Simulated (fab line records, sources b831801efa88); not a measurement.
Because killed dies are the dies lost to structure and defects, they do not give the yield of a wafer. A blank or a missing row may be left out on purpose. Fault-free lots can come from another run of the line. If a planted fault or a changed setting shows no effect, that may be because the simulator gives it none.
What tool caused it? :: flow gf180mcu :: 13 lots with 39 wafers sampled at 4 steps, on a route of 602 steps

WHAT THE GAUGES READ, wafer by wafer
GF_STI_THK_MEAS_04. Usual: STI_CVD_03_THK 205.5 nm, standard deviation 2.2.
lot: L236
measured: day 1 14:34
on: film_metro-01
STI_CVD_03_THK (nm): 206.5 206.5 204.2
flag: 

lot: L237
measured: day 1 19:34
on: film_metro-02
STI_CVD_03_THK (nm): 203.6 205.7 204.7
flag: 

lot: L238
measured: day 2 01:15
on: film_metro-04
STI_CVD_03_THK (nm): 204.0 205.4 201.8
flag: 

lot: L239
measured: day 2 06:16
on: film_metro-04
STI_CVD_03_THK (nm): 204.3 206.2 206.1
flag: 

lot: L240
measured: day 2 10:43
on: film_metro-02
STI_CVD_03_THK (nm): 206.8 207.2 207.7
flag: 

lot: L248
measured: day 4 01:34
on: film_metro-04
STI_CVD_03_THK (nm): 206.8 207.0 205.9
flag: 

lot: L249
measured: day 4 06:50
on: film_metro-01
STI_CVD_03_THK (nm): 203.6 204.4 205.4
flag: 

lot: L251
measured: day 4 16:34
on: film_metro-02
STI_CVD_03_THK (nm): 201.8 202.0 201.3
flag: 

lot: L252
measured: day 4 21:34
on: film_metro-02
STI_CVD_03_THK (nm): 205.2 207.2 206.9
flag: 

lot: L254
measured: day 5 08:07
on: film_metro-02
STI_CVD_03_THK (nm): 206.8 207.3 206.3
flag: 

lot: L257
measured: day 5 23:16
on: film_metro-04
STI_CVD_03_THK (nm): 204.7 206.2 206.8
flag: 

lot: L258
measured: day 6 03:40
on: film_metro-02
STI_CVD_03_THK (nm): 208.3 209.3 207.4
flag: 

lot: L259
measured: day 6 10:45
on: film_metro-04
STI_CVD_03_THK (nm): 201.4 203.0 202.9
flag: 

GF_HV_LDD_CD_MEAS_07 targets a cd of 400 nm. Usual: 399.5 nm for cd_nm, sd 2.3.
lot: L236
measured: day 10 00:22
on: cd_sem-02
cd_nm (nm): 398.5 397.9 397.3
flag: 

lot: L237
measured: day 10 15:04
on: cd_sem-02
cd_nm (nm): 401.7 402.1 402.4
flag: 

lot: L238
measured: day 10 20:26
on: cd_sem-01
cd_nm (nm): 439.8 440.4 438.7
flag: OFF

lot: L239
measured: day 11 03:53
on: cd_sem-01
cd_nm (nm): 437.5 434.1 434.9
flag: OFF

lot: L240
measured: day 11 14:49
on: cd_sem-01
cd_nm (nm): 423.7 421.0 422.0
flag: OFF

lot: L248
measured: day 13 19:05
on: cd_sem-02
cd_nm (nm): 398.0 397.7 399.2
flag: 

lot: L249
measured: day 14 04:35
on: cd_sem-02
cd_nm (nm): 405.6 404.0 404.6
flag: 

lot: L251
measured: day 14 17:32
on: cd_sem-02
cd_nm (nm): 401.2 402.2 398.8
flag: 

lot: L252
measured: day 15 02:20
on: cd_sem-01
cd_nm (nm): 399.5 398.7 398.3
flag: 

lot: L254
measured: day 15 16:32
on: cd_sem-02
cd_nm (nm): 398.8 398.3 398.4
flag: 

lot: L257
measured: day 16 17:44
on: cd_sem-01
cd_nm (nm): 402.9 402.6 402.8
flag: 

lot: L258
measured: day 16 22:10
on: cd_sem-01
cd_nm (nm): 401.3 399.9 401.2
flag: 

lot: L259
measured: day 17 06:47
on: cd_sem-02
cd_nm (nm): 398.5 397.8 399.3
flag: 

WHICH TOOL RAN EACH LOT (tool, then ch and the chambers of the sampled wafers, then the start)
lot: L236
GF_LVPWELL_STRIP_10: plasma_asher-04 ch 0,1, day 3 21:41
GF_HV_LDD_DEVELOP_06: litho_track-03 ch 0, day 10 00:13

lot: L237
GF_LVPWELL_STRIP_10: plasma_asher-03 ch 0,1, day 4 05:53
GF_HV_LDD_DEVELOP_06: litho_track-03 ch 0, day 10 14:55

lot: L238
GF_LVPWELL_STRIP_10: plasma_asher-03 ch 0,1, day 4 11:52
GF_HV_LDD_DEVELOP_06: litho_track-03 ch 0, day 10 20:17

lot: L239
GF_LVPWELL_STRIP_10: plasma_asher-04 ch 0,1, day 4 16:25
GF_HV_LDD_DEVELOP_06: litho_track-03 ch 0, day 11 03:44

lot: L240
GF_LVPWELL_STRIP_10: plasma_asher-03 ch 0,1, day 4 21:17
GF_HV_LDD_DEVELOP_06: litho_track-03 ch 0, day 11 14:40

lot: L248
GF_LVPWELL_STRIP_10: plasma_asher-03 ch 0,1, day 6 16:57
GF_HV_LDD_DEVELOP_06: litho_track-04 ch 0, day 13 18:57

lot: L249
GF_LVPWELL_STRIP_10: plasma_asher-03 ch 0,1, day 6 23:24
GF_HV_LDD_DEVELOP_06: litho_track-03 ch 0, day 14 04:26

lot: L251
GF_LVPWELL_STRIP_10: plasma_asher-04 ch 0,1, day 7 10:10
GF_HV_LDD_DEVELOP_06: litho_track-01 ch 0, day 14 17:23

lot: L252
GF_LVPWELL_STRIP_10: plasma_asher-03 ch 1, day 7 15:49
GF_HV_LDD_DEVELOP_06: litho_track-04 ch 0, day 15 02:12

lot: L254
GF_LVPWELL_STRIP_10: plasma_asher-01 ch 0,1, day 8 04:04
GF_HV_LDD_DEVELOP_06: litho_track-04 ch 0, day 15 16:24

lot: L257
GF_LVPWELL_STRIP_10: plasma_asher-01 ch 0,1, day 8 19:51
GF_HV_LDD_DEVELOP_06: litho_track-03 ch 0, day 16 17:35

lot: L258
GF_LVPWELL_STRIP_10: plasma_asher-03 ch 0,1, day 9 01:37
GF_HV_LDD_DEVELOP_06: litho_track-01 ch 0, day 16 21:55

lot: L259
GF_LVPWELL_STRIP_10: plasma_asher-01 ch 0,1, day 9 08:10
GF_HV_LDD_DEVELOP_06: litho_track-01 ch 0, day 17 06:38
- GF_LVPWELL_STRIP_10: strips in O2/N2.
- GF_HV_LDD_DEVELOP_06: develop time 60 s.

WHAT THE TOOLS THEMSELVES READ (means of the sampled wafers that have a number; where no wafer has one, the mark that the record gives instead)
GF_LVPWELL_STRIP_10. Usual: drypump_motor_current_A 5.58 A, standard deviation 0.068; heater_power_w 302 W, standard deviation 29; oes_product_au 0.723 a.u., standard deviation 0.0044; strip_time_to_endpoint_s 37.45 s, standard deviation 0.097.
lot: L236
tool: plasma_asher-04
drypump_motor_current_A (A): 5.52
heater_power_w (W): 294
oes_product_au (a.u.): 0.720
strip_time_to_endpoint_s (s): 37.48
flag: 

lot: L237
tool: plasma_asher-03
drypump_motor_current_A (A): 5.62
heater_power_w (W): 285
oes_product_au (a.u.): 0.724
strip_time_to_endpoint_s (s): 37.46
flag: 

lot: L238
tool: plasma_asher-03
drypump_motor_current_A (A): 5.59
heater_power_w (W): 282
oes_product_au (a.u.): 0.723
strip_time_to_endpoint_s (s): 37.51
flag: 

lot: L239
tool: plasma_asher-04
drypump_motor_current_A (A): 5.52
heater_power_w (W): 289
oes_product_au (a.u.): 0.723
strip_time_to_endpoint_s (s): 37.52
flag: 

lot: L240
tool: plasma_asher-03
drypump_motor_current_A (A): 5.60
heater_power_w (W): 286
oes_product_au (a.u.): 0.722
strip_time_to_endpoint_s (s): 37.39
flag: 

lot: L248
tool: plasma_asher-03
drypump_motor_current_A (A): 5.61
heater_power_w (W): 295
oes_product_au (a.u.): 0.721
strip_time_to_endpoint_s (s): 37.53
flag: 

lot: L249
tool: plasma_asher-03
drypump_motor_current_A (A): 5.59
heater_power_w (W): 283
oes_product_au (a.u.): 0.723
strip_time_to_endpoint_s (s): 37.46
flag: 

lot: L251
tool: plasma_asher-04
drypump_motor_current_A (A): 5.53
heater_power_w (W): 301
oes_product_au (a.u.): 0.723
strip_time_to_endpoint_s (s): 37.52
flag: 

lot: L252
tool: plasma_asher-03
drypump_motor_current_A (A): 5.62
heater_power_w (W): 303
oes_product_au (a.u.): 0.728
strip_time_to_endpoint_s (s): 37.51
flag: 

lot: L254
tool: plasma_asher-01
drypump_motor_current_A (A): 5.63
heater_power_w (W): 335
oes_product_au (a.u.): 0.720
strip_time_to_endpoint_s (s): 37.48
flag: 

lot: L257
tool: plasma_asher-01
drypump_motor_current_A (A): 5.58
heater_power_w (W): 336
oes_product_au (a.u.): 0.725
strip_time_to_endpoint_s (s): 37.60
flag: 

lot: L258
tool: plasma_asher-03
drypump_motor_current_A (A): 5.61
heater_power_w (W): 292
oes_product_au (a.u.): 0.724
strip_time_to_endpoint_s (s): 37.44
flag: 

lot: L259
tool: plasma_asher-01
drypump_motor_current_A (A): 5.61
heater_power_w (W): 334
oes_product_au (a.u.): 0.719
strip_time_to_endpoint_s (s): 37.46
flag: 

THE ANSWER, worked out from the rows above alone
Rule: take the mean of a lot's wafers that have a number; if it is more than 3 standard deviations from the usual mean, the lot is off. Also off: a lot with no number at a reading for which 4 or more lots have one. The other lots that the step has rows for count as sound. First the gauges in route order, then the tools' own readings, where a lot's mean is used as printed above. At the first step where some lot is off, the reading lying furthest off is the one used; lots without a number count as furthest.
Off at GF_HV_LDD_CD_MEAS_07 (cd_nm): L238, L239, L240.
A tool fits if, at a process step before that reading, it ran every lot that is off, and no sound lot after the first of them. Gauges at GF_HV_LDD_CD_MEAS_07: tried the same way as those tools. No candidate that was tried fits.

WHAT THE SIMULATOR HAD INSERTED
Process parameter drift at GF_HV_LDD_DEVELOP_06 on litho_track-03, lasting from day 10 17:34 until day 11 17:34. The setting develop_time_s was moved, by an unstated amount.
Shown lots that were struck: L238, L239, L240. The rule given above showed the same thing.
